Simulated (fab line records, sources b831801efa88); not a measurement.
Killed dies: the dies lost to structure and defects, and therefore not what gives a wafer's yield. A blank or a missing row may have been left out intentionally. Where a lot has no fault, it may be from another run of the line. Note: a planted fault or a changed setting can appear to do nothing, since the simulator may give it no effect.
Code-filled problem report in 8D (eight disciplines) form	flow gf180mcu	the parts of the form that need people (team, actions taken, sign-off) are left out

1. WHAT WENT WRONG
cathode_dc_power_W at GF_TOP_METAL_SPUTTER_01 reads a mean of 6054.7 W on 6 wafers of 2 lots; wafers without a fault read 6500.1 W with a standard deviation of 1.3. So: -99 or more standard deviations from the usual mean.
The step: material TiN, target thk 30 nm, time 25 s.
First seen on wafer L817.2, day 31 13:04, on pvd_sputter-01. At this step, 36 wafers from 12 lots have a number in the record. Rule for "out", or "out of limits": more than 4 standard deviations from the usual mean. The other wafers with a number count as sound.

2. WHAT IT IS, WHAT IT ISN'T
question	is	is not
which readings at this step	cathode_dc_power_W	-
which lots	L817, L819	L803, L804, L805, L806, L808, L811, L813, L821, L822, L826
which wafers of those lots	all that have a number	-
read on which tools	pvd_sputter-01	pvd_sputter-02, pvd_sputter-03
when	from day 31 13:04	up to then (21 sound wafers); but 9 sound wafers of L821, L822, L826 came after

3. THE SUSPECTS, EACH WITH WHAT RULES IT OUT
Counting: a tool at any process step up to the reading remains a suspect when it ran all the lots that are out and ran no sound lot after the first of those.
- plasma_asher-04 at GF_M3_STRIP_17 (strips in O2/N2): ruled out as a lasting fault. The sound lots L821, L822 went through it after L817, its earliest lot that is out (day 26 09:10).
- plasma_asher-01 at GF_V3_STRIP_18 (strips in O2/N2): kept. Every lot that is out went through it, starting with L817 (day 27 07:14), and after that it ran no sound lot; the last sound lot it ran before then is L805 (day 22 22:23).
- pvd_sputter-01 at GF_TOP_METAL_SPUTTER_01 (material TiN, target thk 30 nm, time 25 s): kept. Every lot that is out went through it, starting with L817 (day 31 13:04), and after that it ran no sound lot; the last sound lot it ran before then is L808 (day 28 08:20). On those wafers its own readings are out: cathode_dc_power_W.
Left after counting: plasma_asher-01 at GF_V3_STRIP_18, pvd_sputter-01 at GF_TOP_METAL_SPUTTER_01.

4. THE CAUSE (what the simulator had put in)
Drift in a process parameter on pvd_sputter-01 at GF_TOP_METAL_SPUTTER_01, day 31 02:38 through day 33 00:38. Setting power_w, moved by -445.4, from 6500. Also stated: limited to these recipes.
Counting left 2 suspects, and this tool is among them.

5. THE CHAIN OF EFFECTS, in route order
Rows list readings where the struck wafers' mean (over those with a number) sits beyond 3 standard deviations from the usual. Only readings for which the record gives a usual standard deviation are gone through. hours: the time from each lot's start at the first step in this table that gives one to its start at this step, as a median over the lots. sigmas: the change in usual standard deviations.
hours	step	reading	usual	on struck wafers	change	sigmas
0	GF_TOP_METAL_SPUTTER_01	cathode_dc_power_W	6500.1 W	6054.7	-445.4	-99 or more
It contains these process steps:
- GF_TOP_METAL_SPUTTER_01: material TiN, target thk 30 nm, time 25 s.

6. HOW IT WOULD HAVE BEEN CAUGHT EARLIER
First out-of-limits reading in this record: day 31 13:04, which is 10 hours after fault onset at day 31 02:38.
